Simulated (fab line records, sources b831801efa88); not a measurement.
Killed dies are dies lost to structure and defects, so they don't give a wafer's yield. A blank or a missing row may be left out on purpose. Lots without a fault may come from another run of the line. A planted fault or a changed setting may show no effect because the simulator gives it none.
Chamber matching | flow sky130 | SKY_VIA1_ETCH_14 on rie_diel-03: 4 sister chambers
The step etches BARC in N2/H2, stops on SiO2, time 45.9 s, target depth 60 nm. 7 wafers are shown with their chamber, then 7 later ones without.

WAFERS WITH THEIR CHAMBER
wafer  | chamber | drypump_motor_current_A (A) | throttle_valve_pct (%)
L176.6 | 0       | 5.7                         | 13.223
L183.1 | 1       | 6.3                         | 13.214
L183.4 | 3       | 6.0                         | 13.211
L188.5 | 1       | 6.3                         | 13.238
L188.6 | 0       | 5.6                         | 13.226
L191.1 | 2       | 4.8                         | 13.228
L191.5 | 2       | 4.8                         | 13.220

WAFERS WITHOUT THEIR CHAMBER
wafer  | drypump_motor_current_A (A) | throttle_valve_pct (%)
L191.6 | 6.0                         | 13.222
L192.1 | 6.0                         | 13.221
L192.2 | 5.7                         | 13.220
L192.5 | 4.8                         | 13.223
L193.2 | 4.8                         | 13.213
L193.3 | 5.6                         | 13.228
L193.4 | 6.0                         | 13.220

WHICH CHAMBER EACH WENT THROUGH
wafer  | from the rows above | in truth
L191.6 | 3                   | 3
L192.1 | 3                   | 3
L192.2 | 0                   | 0
L192.5 | 2                   | 2
L193.2 | 2                   | 2
L193.3 | 0                   | 0
L193.4 | 3                   | 3
Placed correctly: 7 of 7. Can't be placed from these rows: 0. Placed wrongly: 0.
How it was worked out, from the rows above alone: a wafer's distance from a chamber is the root of the sum, over the readings, of the square of ((its reading less the chamber's mean) divided by the reading's scatter). The wafer belongs to the nearest chamber; if the next one is less than 2 further off, it can't be placed. A chamber's mean is the mean of its shown wafers. The scatter: the root of (the sum of the squares of (reading less its chamber's mean) over the shown wafers, divided by (wafers less chambers)).
